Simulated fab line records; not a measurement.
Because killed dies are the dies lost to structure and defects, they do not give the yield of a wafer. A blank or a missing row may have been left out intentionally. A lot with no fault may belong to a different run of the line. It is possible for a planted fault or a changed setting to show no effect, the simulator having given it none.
Which of the tools did it? ; flow sky130 ; 11 lots with 33 wafers sampled at 5 steps, on a route of 708 steps

WHAT THE GAUGES SHOWED, per wafer
SKY_CAPM_RS_MEAS_03: measures by four-point-probe. Usual: for CAPM_TIN_RS the level is 6.90 ohm/sq and the standard deviation is 0.073.
lot;measured;on;CAPM_TIN_RS (ohm/sq);flag
L503;day 37 04:05;film metro-01;6.93 6.88 7.01;
L504;day 37 16:44;film metro-04;6.98 7.01 6.97;
L505;day 37 18:09;film metro-03;6.76 6.85 6.93;
L506;day 38 06:13;film metro-01;7.04 7.03 7.05;
L514;day 40 16:35;film metro-01;6.90 6.92 6.86;
L518;day 41 18:24;film metro-04;6.82 6.89 6.83;
L519;day 42 03:40;film metro-04;6.90 6.84 6.84;
L520;day 42 05:31;film metro-01;6.90 6.92 6.90;
L521;day 42 22:48;film metro-01;6.92 6.92 6.87;
L524;day 43 05:49;film metro-03;6.99 6.96 6.98;
L523;day 43 06:29;film metro-04;6.88 6.89 6.86;

SKY_VIA3_THK_MEAS_01. Usual: for VIA3_HDPCVD_THK the level is 1634 nm and the standard deviation is 15.
lot;measured;on;VIA3_HDPCVD_THK (nm);flag
L503;day 39 08:53;film metro-01;1653 1649 1663;
L504;day 39 20:28;film metro-02;1648 1656 1633;
L505;day 39 22:43;film metro-01;3310 3266 3313;OFF
L506;day 40 09:26;film metro-01;3276 3250 3249;OFF
L514;day 42 17:13;film metro-01;3263 3254 3247;OFF
L518;day 43 17:16;film metro-01;1624 1642 1645;
L519;day 44 02:58;film metro-04;1613 1643 1622;
L520;day 44 04:06;film metro-04;1631 1641 1639;
L521;day 44 21:08;film metro-02;1639 1607 1652;
L524;day 45 03:02;film metro-04;1621 1631 1644;
L523;day 45 04:25;film metro-02;1640 1621 1623;

TOOL THAT RAN EACH LOT (tool first, then ch and the chambers of the sampled wafers, then the start)
lot;SKY_VIA2_ETCH_15;SKY_METAL3_SPUTTER_01;SKY_VIA3_HDPCVD_00
L503;rie diel-04 ch 0,1,2, day 37 02:23;pvd sputter-01, day 37 03:46;hdpcvd-02 ch 0,1, day 39 08:37
L504;rie diel-04 ch 1,2, day 37 15:03;pvd sputter-02, day 37 16:24;hdpcvd-01 ch 0,1,2, day 39 20:18
L505;rie diel-02 ch 0,2, day 37 16:29;pvd sputter-01, day 37 17:49;hdpcvd-01 ch 0,1, day 39 22:13
L506;rie diel-04 ch 0,2, day 38 04:30;pvd sputter-01, day 38 05:51;hdpcvd-01 ch 0,1, day 40 08:54
L514;rie diel-03 ch 1,2, day 40 14:51;pvd sputter-03, day 40 16:14;hdpcvd-01 ch 0,2, day 42 16:39
L518;rie diel-04 ch 0,1,3, day 41 13:06;pvd sputter-01, day 41 18:02;hdpcvd-01 ch 1,2, day 43 17:04
L519;rie diel-04 ch 0,1,2, day 42 01:59;pvd sputter-02, day 42 03:20;hdpcvd-01 ch 0,1,2, day 44 02:47
L520;rie diel-04 ch 0,1, day 42 03:43;pvd sputter-01, day 42 05:10;hdpcvd-01 ch 0,1, day 44 03:55
L521;rie diel-04 ch 0,2, day 42 21:08;pvd sputter-01, day 42 22:29;hdpcvd-01 ch 0,1,2, day 44 20:58
L524;rie diel-02 ch 0,1,3, day 43 04:06;pvd sputter-01, day 43 05:27;hdpcvd-01 ch 1,2, day 45 02:51
L523;rie diel-04 ch 0,1,3, day 43 04:46;pvd sputter-03, day 43 06:09;hdpcvd-02 ch 0,1,2, day 45 04:15
- SKY_VIA2_ETCH_15: etches SiO2 in C4F8/O2/Ar, stops on TiN, target depth 546 nm, time 84 s.
- SKY_METAL3_SPUTTER_01: material TiN, target thk 20 nm, time 16.7 s.
- SKY_VIA3_HDPCVD_00: deposits SiO2, target thk 1635 nm, time 272.5 s.

AS READ BY THE TOOLS THEMSELVES (means over the sampled wafers that have a number; for cases with no such wafer, the mark the record gives instead)
SKY_VIA2_ETCH_15. Usual: 0.940 a.u. for oes product au, sd 0.0051.
lot;tool;oes product au (a.u.);flag
L503;rie diel-04;0.936;
L504;rie diel-04;0.941;
L505;rie diel-02;0.939;
L506;rie diel-04;0.944;
L514;rie diel-03;0.937;
L518;rie diel-04;0.934;
L519;rie diel-04;0.940;
L520;rie diel-04;0.933;
L521;rie diel-04;0.944;
L524;rie diel-02;0.938;
L523;rie diel-04;0.942;

SKY_METAL3_SPUTTER_01. Usual: 30.2 % for throttle valve pct, sd 0.85.
lot;tool;throttle valve pct (%);flag
L503;pvd sputter-01;29.9;
L504;pvd sputter-02;30.3;
L505;pvd sputter-01;30.1;
L506;pvd sputter-01;30.6;
L514;pvd sputter-03;29.6;
L518;pvd sputter-01;30.5;
L519;pvd sputter-02;30.2;
L520;pvd sputter-01;29.7;
L521;pvd sputter-01;30.7;
L524;pvd sputter-01;29.3;
L523;pvd sputter-03;29.8;

SKY_VIA3_HDPCVD_00. Usual: sih4 flow sccm 60.03 sccm, standard deviation 0.19; susceptor temp C 400.02 C, standard deviation 0.2.
lot;tool;sih4 flow sccm (sccm);susceptor temp C (C);flag
L503;hdpcvd-02;60.24;400.08;
L504;hdpcvd-01;59.96;400.11;
L505;hdpcvd-01;60.13;400.11;
L506;hdpcvd-01;60.03;400.14;
L514;hdpcvd-01;60.02;400.05;
L518;hdpcvd-01;60.22;400.08;
L519;hdpcvd-01;59.92;399.93;
L520;hdpcvd-01;59.80;399.94;
L521;hdpcvd-01;60.19;400.02;
L524;hdpcvd-01;60.17;399.94;
L523;hdpcvd-02;60.03;399.97;

THE ANSWER, worked out from the rows above alone
Rule: a lot is off if the mean of its wafers that have a number lies more than 3 standard deviations from the usual mean. A lot without any number at a reading at which 4 lots or more have one is off too. All remaining lots with rows at the step are treated as sound. After the gauges, taken in route order, come the tools' own readings; for these a lot's mean is taken, as printed above. At the first step where some lot is off, the reading lying furthest off is the one used; lots without a number count as furthest.
Off: L505, L506, L514, at SKY_VIA3_THK_MEAS_01 (VIA3_HDPCVD_THK).
A tool fits if, at a process step before that reading, it ran every lot that is off, and no sound lot after the first of them. Those tools and the gauges at SKY_VIA3_THK_MEAS_01 are tried in the same way. No candidate that was tried fits.

WHAT THE SIMULATOR HAD INSERTED
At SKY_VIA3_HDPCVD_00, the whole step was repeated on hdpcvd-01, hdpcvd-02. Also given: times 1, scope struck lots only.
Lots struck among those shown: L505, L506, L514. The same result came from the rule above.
